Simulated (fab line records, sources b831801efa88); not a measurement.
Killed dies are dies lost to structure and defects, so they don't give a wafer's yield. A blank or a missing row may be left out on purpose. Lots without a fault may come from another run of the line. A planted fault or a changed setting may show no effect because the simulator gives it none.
fab line records | flow gf180mcu
record lots=13 wafers=39 last_day=34
route steps=602 shown STI@30 HV_LDD@184 SAB@273
lots that met no fault: from a run of the same line without faults
start_h: hours from the record's first day to the start of the lot's first wafer shown | wait_h: hours since the lot's step before | " the same as in the row above | L1.1+2: a row that stands for several wafers | - no value, or no start given | * or withheld: withheld | < > ~ a bound
route shown NAME@n: a module of which the file shows steps, and the number in the route of the first | usual: mean/standard deviation of fault-free wafers | same: alike in all rows | chamber/n: place in a boat | sites: the reading at each site | _std_site: their standard deviation | _edge_site: outer sites' mean less inner sites' | radius_mm: how far each site lies from the wafer's centre | mask NAME#n: copy n | behind: the tool/chamber that last shaped the wafer | hold: why the lot was held/for how many hours/how that ended | device: the transistor (n, p or np) that didn't switch | end of line: the same wafers' tests at the end of the route | a step without rows: its recipe alone | killed: dies lost to structure and defects at the first sort, not the wafer's yield | map: a wafer's dies, x killed, . not, _ none there
set.NAME: the setting as run; set.NAME@STEP: as run at that earlier step | model.NAME: the simulator's own value behind a step, which no gauge read
steps of the route over a sample of lots; a table a step, a row a wafer
services: from which hour (start_h, from the record's first day; less than 0 if before it) a tool's chamber was out of use, for how many hours, and why
## steps
# step GF_STI_OXIDATION_29
# recipe temp_c=900 ambient=O2 stabilise_s=600 purge_s=300 target_thk_a=100 ox_time_s=1418
# usual spike_tc_bottom_C=915.6/1.2 spike_tc_centre_C=899.3/1.4 spike_tc_lower_C=900.6/0.97 spike_tc_top_C=911.6/2.9 spike_tc_upper_C=899.9/1.1 zone_power_lower_pct=16.0/0.63 zone_power_top_pct=33.6/0.58 zone_power_upper_pct=18.07/0.18
# columns lot.wafer tool chamber start_h wait_h spike_tc_bottom_C spike_tc_centre_C spike_tc_lower_C spike_tc_top_C spike_tc_upper_C zone_power_lower_pct zone_power_top_pct zone_power_upper_pct
L394.2 furnace-02 0 33.75 0.0 915.4 899.1 901.2 912.9 899.1 16.3 33.4 18.49
L394.3 " 0 " " 914.6 901.5 901.6 915.4 900.0 16.2 33.2 18.16
L394.4 " 0 " " 913.0 900.6 900.8 913.2 902.8 16.3 32.9 18.20
L395.2 furnace-01 0 38.76 0.0 916.4 897.3 901.9 908.1 900.9 15.2 34.2 17.88
L395.4 " 0 " " 916.9 897.5 898.9 909.2 898.7 15.5 34.5 18.30
L395.6 " 0 " " 915.5 898.0 900.3 907.1 897.5 15.3 33.9 17.79
L396.1 furnace-02 0 45.65 0.0 915.2 900.8 901.9 914.6 899.1 16.4 33.2 18.07
L396.3 " 0 " " 914.5 900.0 900.7 912.9 900.3 16.6 33.8 18.24
L396.5 " 0 " " 915.4 901.3 901.4 913.3 898.7 16.6 33.5 17.75
L397.2 furnace-02 0 49.26 0.0 943.8 928.5 931.6 943.6 931.3 18.1 34.9 19.50
L397.4 " 0 " " 944.9 928.9 929.6 944.0 931.2 17.7 35.3 19.62
L397.5 " 0 " " 945.5 930.3 932.2 944.2 929.3 17.9 35.8 19.36
L398.1 furnace-02 0 54.51 0.0 944.7 930.7 930.3 944.2 930.5 18.0 35.4 19.38
L398.4 " 0 " " 944.1 930.5 930.3 943.9 930.3 17.8 35.3 19.65
L398.6 " 0 " " 943.6 930.0 931.6 941.5 930.2 17.7 35.3 19.49
L399.3 furnace-01 0 59.07 0.0 916.7 898.1 902.4 908.3 900.2 14.9 34.3 18.12
L399.5 " 0 " " 918.2 899.6 900.3 906.3 901.0 15.2 34.4 17.89
L399.6 " 0 " " 915.8 896.6 899.2 908.4 898.5 15.1 34.2 17.92
L400.2 furnace-01 0 66.65 1.0 914.8 899.3 899.9 906.4 900.2 15.3 34.5 18.30
L400.3 " 0 " " 915.0 897.2 899.8 909.1 899.5 15.3 34.3 18.43
L400.6 " 0 " " 918.3 900.6 901.3 910.2 899.0 15.3 33.8 17.90
L406.2 furnace-01 0 96.51 0.0 917.7 899.3 901.8 906.1 897.9 15.3 34.4 18.07
L406.3 " 0 " " 916.5 897.4 901.4 908.2 901.7 15.2 34.2 18.16
L406.6 " 0 " " 916.5 897.9 901.3 908.2 901.3 15.3 34.4 18.00
L411.1 furnace-01 0 122.60 0.3 915.9 899.4 901.0 906.9 899.1 15.2 34.7 18.07
L411.2 " 0 " " 917.4 897.0 900.9 907.9 900.9 15.2 34.2 18.17
L411.3 " 0 " " 917.9 899.0 901.1 908.4 900.1 14.9 34.7 17.74
L412.2 furnace-02 0 126.50 0.2 916.4 900.8 899.1 912.2 899.2 16.5 33.6 18.19
L412.4 " 0 " " 913.9 900.0 899.3 913.7 899.9 16.6 33.5 18.16
L412.5 " 0 " " 915.4 901.7 900.5 912.9 902.2 16.7 33.2 18.08
L413.2 furnace-02 0 131.69 0.3 914.9 899.8 899.9 914.3 898.8 16.4 33.0 17.92
L413.3 " 0 " " 916.8 899.1 901.1 914.1 898.5 16.5 33.0 18.16
L413.4 " 0 " " 914.6 900.2 900.4 914.8 901.0 16.4 33.0 18.06
L414.1 furnace-01 0 147.89 6.9 915.7 896.6 901.0 906.3 899.5 15.0 33.9 17.95
L414.2 " 0 " " 914.6 897.7 901.6 909.7 899.2 15.0 34.6 17.95
L414.6 " 0 " " 917.6 897.9 899.3 909.5 899.6 15.1 33.8 17.83
L416.1 furnace-02 0 152.52 0.9 916.0 901.7 902.3 913.7 899.9 16.5 32.8 17.76
L416.2 " 0 " " 913.8 899.7 899.4 913.2 899.7 16.4 32.8 17.98
L416.3 " 0 " " 915.4 900.7 901.0 915.5 903.4 16.3 33.3 18.28
# step GF_STI_THK_MEAS_30
# recipe reads=SiO2_of_STI_OXIDATION_29
# usual STI_OXIDATION_02_THK=10.08/0.15
# columns lot.wafer tool chamber start_h wait_h STI_OXIDATION_02_THK[nm]
L394.2 film_metro-01 - 35.16 0.0 10.03
L394.3 " - " " 10.24
L394.4 " - " " 10.03
L395.2 film_metro-02 - 40.16 0.0 10.10
L395.4 " - " " 10.30
L395.6 " - " " 10.34
L396.1 film_metro-02 - 47.05 0.0 10.36
L396.3 " - " " 10.33
L396.5 " - " " 10.36
L397.2 film_metro-03 - 50.67 0.0 13.77
L397.4 " - " " 13.84
L397.5 " - " " 13.90
L398.1 film_metro-01 - 55.90 0.0 13.54
L398.4 " - " " 13.55
L398.6 " - " " 13.68
L399.3 film_metro-03 - 60.49 0.0 10.13
L399.5 " - " " 9.99
L399.6 " - " " 10.01
L400.2 film_metro-03 - 68.05 0.0 10.20
L400.3 " - " " 10.03
L400.6 " - " " 10.18
L406.2 film_metro-03 - 97.92 0.0 10.37
L406.3 " - " " 10.33
L406.6 " - " " 10.41
L411.1 film_metro-03 - 123.99 0.0 9.81
L411.2 " - " " 9.88
L411.3 " - " " 9.85
L412.2 film_metro-01 - 127.91 0.0 10.15
L412.4 " - " " 10.00
L412.5 " - " " 10.18
L413.2 film_metro-01 - 133.10 0.0 9.87
L413.3 " - " " 10.05
L413.4 " - " " 9.94
L414.1 film_metro-03 - 149.28 0.0 10.26
L414.2 " - " " 10.25
L414.6 " - " " 10.04
L416.1 film_metro-01 - 153.91 0.0 10.04
L416.2 " - " " 10.12
L416.3 " - " " 10.19
# step GF_HV_LDD_OVL_MEAS_08
# usual HV_LDD_OVL=-0.3/1.2
# columns lot.wafer tool chamber start_h wait_h HV_LDD_OVL[nm]
L394.2 overlay-02 - 229.35 0.1 -2.0
L394.3 " - " " -2.5
L394.4 " - " " -3.0
L395.2 overlay-02 - 233.09 0.1 -0.6
L395.4 " - " " -0.7
L395.6 " - " " -0.8
L396.1 overlay-01 - 238.82 0.1 0.2
L396.3 " - " " 1.1
L396.5 " - " " 0.3
L397.2 overlay-01 - 246.10 0.1 0.0
L397.4 " - " " 0.0
L397.5 " - " " -0.6
L398.1 overlay-02 - 254.58 0.1 -0.5
L398.4 " - " " 0.2
L398.6 " - " " -1.2
L399.3 overlay-01 - 258.31 0.1 -0.5
L399.5 " - " " -0.8
L399.6 " - " " -0.9
L400.2 overlay-02 - 269.55 0.1 -0.6
L400.3 " - " " 0.2
L400.6 " - " " 1.3
L406.2 overlay-01 - 314.43 0.1 1.9
L406.3 " - " " 0.6
L406.6 " - " " -0.6
L411.1 overlay-02 - 347.28 0.1 -0.5
L411.2 " - " " -1.4
L411.3 " - " " 0.2
L412.2 overlay-01 - 351.83 0.1 -1.7
L412.4 " - " " -2.8
L412.5 " - " " -2.6
L413.2 overlay-02 - 359.65 0.1 -1.0
L413.3 " - " " -0.3
L413.4 " - " " -0.5
L414.1 overlay-02 - 385.83 0.1 -0.3
L414.2 " - " " -1.4
L414.6 " - " " 1.1
L416.1 overlay-02 - 391.13 0.1 0.2
L416.2 " - " " -0.5
L416.3 " - " " 0.5
# step GF_HV_LDD_OVL_MEAS_47
# usual HV_LDD_03_OVL=-0.9/1.7
# columns lot.wafer tool chamber start_h wait_h HV_LDD_03_OVL[nm]
L394.2 overlay-02 - 286.38 0.1 -0.4
L394.3 " - " " -3.0
L394.4 " - " " -0.3
L396.1 overlay-01 - 295.37 0.1 2.3
L396.3 " - " " -0.2
L396.5 " - " " -0.3
L395.2 overlay-02 - 295.68 0.1 0.1
L395.4 " - " " 0.0
L395.6 " - " " -1.8
L397.2 overlay-01 - 303.40 0.1 0.1
L397.4 " - " " 0.2
L397.5 " - " " 1.5
L398.1 overlay-02 - 315.89 0.1 -1.0
L398.4 " - " " -0.7
L398.6 " - " " -0.6
L399.3 overlay-01 - 319.05 0.1 -0.1
L399.5 " - " " 1.2
L399.6 " - " " 0.8
L400.2 overlay-01 - 332.33 0.1 -0.7
L400.3 " - " " 0.0
L400.6 " - " " -0.3
L406.2 overlay-01 - 381.34 0.1 -3.0
L406.3 " - " " -1.3
L406.6 " - " " -3.1
L411.1 overlay-02 - 415.77 0.1 -2.5
L411.2 " - " " -0.1
L411.3 " - " " -1.7
L412.2 overlay-01 - 420.98 0.1 -2.7
L412.4 " - " " -2.3
L412.5 " - " " -3.6
L413.2 overlay-01 - 430.13 0.1 1.3
L413.3 " - " " -0.6
L413.4 " - " " 0.3
L414.1 overlay-02 - 459.94 0.1 -1.4
L414.2 " - " " -0.5
L414.6 " - " " 0.2
L416.1 overlay-01 - 465.39 0.1 -1.0
L416.2 " - " " -0.2
L416.3 " - " " 0.5
# step GF_SAB_CD_MEAS_09
# recipe target_cd_nm=420
# usual cd_nm=420.0/1.9
# columns lot.wafer tool chamber start_h wait_h cd_nm
L394.2 cd_sem-02 - 355.37 0.1 419.4
L394.3 " - " " 419.8
L394.4 " - " " 421.3
L396.1 cd_sem-01 - 363.67 0.1 421.4
L396.3 " - " " 421.1
L396.5 " - " " 421.0
L395.2 cd_sem-02 - 365.74 0.1 421.9
L395.4 " - " " 419.6
L395.6 " - " " 420.7
L397.2 cd_sem-01 - 371.24 0.1 416.6
L397.4 " - " " 418.9
L397.5 " - " " 415.2
L398.1 cd_sem-02 - 386.27 0.1 421.1
L398.4 " - " " 420.8
L398.6 " - " " 422.3
L399.3 cd_sem-02 - 389.31 0.1 422.5
L399.5 " - " " 420.2
L399.6 " - " " 422.0
L400.2 cd_sem-02 - 404.42 0.1 418.2
L400.3 " - " " 419.0
L400.6 " - " " 420.0
L406.2 cd_sem-01 - 457.24 0.1 421.8
L406.3 " - " " 422.4
L406.6 " - " " 423.5
L411.1 cd_sem-02 - 494.80 0.1 419.1
L411.2 " - " " 418.3
L411.3 " - " " 420.6
L412.2 cd_sem-02 - 497.67 0.1 422.0
L412.4 " - " " 420.6
L412.5 " - " " 420.2
L413.2 cd_sem-02 - 507.09 0.1 415.6
L413.3 " - " " 415.9
L413.4 " - " " 416.5
L414.1 cd_sem-01 - 534.25 0.1 417.1
L414.2 " - " " 418.0
L414.6 " - " " 418.8
L416.1 cd_sem-01 - 540.37 0.1 421.0
L416.2 " - " " 420.7
L416.3 " - " " 422.7
## services
# columns tool chamber start_h hours kind
furnace-02 - 15.31 3.4 pm
furnace-02 - 61.35 5.3 pm
furnace-01 - 128.16 19.7 repair
## key
first_sign step=GF_STI_OXIDATION_29 reading=spike_tc_lower_C direction=up sigmas=31 usual=900.6 struck=930.9
effect step=GF_STI_OXIDATION_29 reading=spike_tc_upper_C direction=up sigmas=27 usual=899.9 struck=930.5
effect step=GF_STI_THK_MEAS_30 reading=STI_OXIDATION_02_THK direction=up sigmas=24 usual=10.08 struck=13.71
met_at GF_STI_OXIDATION_29
struck_lots L397,L398
tester_left_out L397,L398
not_acting_at GF_HV_LDD_OVL_MEAS_08,GF_HV_LDD_OVL_MEAS_47,GF_SAB_CD_MEAS_09
onset_between 45.65 49.26
fault kind=process_parameter_drift tool=furnace-02 chamber=- onset_h=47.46 steps=GF_STI_OXIDATION_29 channel=temp_c offset=* shape=step end_h=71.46 acts_in=* stated=*
# tester_left_out: of these lots the tester's yield and bins aren't shown, on N5 and GAA mostly nor the transistor test; their killed dies are dies lost to structure and defects alone, not to doping, threshold or leakage, so they don't give the yield
